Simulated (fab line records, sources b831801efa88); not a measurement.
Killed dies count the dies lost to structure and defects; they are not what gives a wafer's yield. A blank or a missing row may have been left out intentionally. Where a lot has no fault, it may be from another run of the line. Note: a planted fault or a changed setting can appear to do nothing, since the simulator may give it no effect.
2 desks, one fault ; flow gf180mcu ; numbers are kept per desk, each desk with only its own; the story behind them comes last

THE METROLOGY DESK
What the gauges read, lot by lot, whatever tool the lot ran on: means of the sampled wafers that have a number. Marked OUT: a lot whose mean sits more than 4 standard deviations from the usual mean, which makes it out of limits; the brackets give that distance.
Columns: A = M1_ALCU_RS at GF_M1_RS_MEAS_05, usual 0.0694 ohm/sq; B = M2_ALCU_THK at GF_M2_THK_MEAS_06, usual 449 nm; C = V2_CVD_02_THK at GF_V2_THK_MEAS_03, usual 848 nm
lot;first seen here;A;B;C
L139;day 16 05:20;0.0690;459;853
L140;day 16 14:38;0.0702;445;849
L142;day 17 06:26;0.0691;446;842
L143;day 17 19:04;0.0691;446;852
L144;day 18 00:19;0.0692;448;857
L145;day 18 10:37;0.0691;451;842
L147;day 19 04:47;0.0701;444;856
L148;day 19 12:35;0.0694;447;860
L151;day 20 12:54;0.0701;455;853
L152;day 20 19:35;0.0706;446;844
L157;day 23 14:02;0.0686;447;844
L158;day 23 18:53;0.0701;440;842
L160;day 23 21:43;0.0688;458;852
L161;day 24 12:21;0.0691;451;843
This desk's finding: nothing out of limits on any of the 14 lots.

AT THE TOOL OWNER'S DESK: rieDiel-03
The tool's own readings at GF_POLY_GATE_ETCH_12 (etches BARC in N2/H2): means of the sampled wafers that have a number, for each lot that ran on this tool. Marked OUT: a lot whose mean sits more than 4 standard deviations from the usual mean, which makes it out of limits; the brackets give that distance.
Columns: A = biasW at GF_POLY_GATE_ETCH_12, usual 100.03 W; B = drypumpMotorCurrentA at GF_POLY_GATE_ETCH_12, usual 5.6 A; C = oesProductAu at GF_POLY_GATE_ETCH_12, usual 0.736 a.u.; D = throttleValvePct at GF_POLY_GATE_ETCH_12, usual 13.214 %
lot;first seen here;A;B;C;D
L142;day 10 03:28;99.70;6.0;0.736;13.215
L143;day 10 09:04;100.30;5.2;0.730;13.219
L157;day 15 07:07;100.38;5.8;0.736;13.216
L158;day 15 13:13;96.57 (-12) OUT;5.2;0.732;13.210
L161;day 16 04:34;96.40 (-13) OUT;5.6;0.738;13.221
Finding of this desk: L158, L161 out of limits; the first was L158 at day 15 13:13, on biasW at GF_POLY_GATE_ETCH_12. L142, L143, L157: within limits.

PUT TOGETHER
The tool owner's desk could have raised an alarm at day 15 13:13, on L158, L161.
Metrology desk: nothing out of limits seen.
The metrology desk has L158, L161 on record, within its limits.
GF_POLY_GATE_ETCH_12 was run on rieDiel-03 by each of the lots named.

WHAT THE SIMULATOR HAD PUT IN
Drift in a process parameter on rieDiel-03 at GF_POLY_GATE_ETCH_12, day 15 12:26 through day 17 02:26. A move of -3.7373 in setting biasW, from 100. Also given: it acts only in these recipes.
Lots struck among those shown: L158, L161.
Delay in hours, fault start to first out-of-limits reading, by desk: the tool owner's desk at 1.
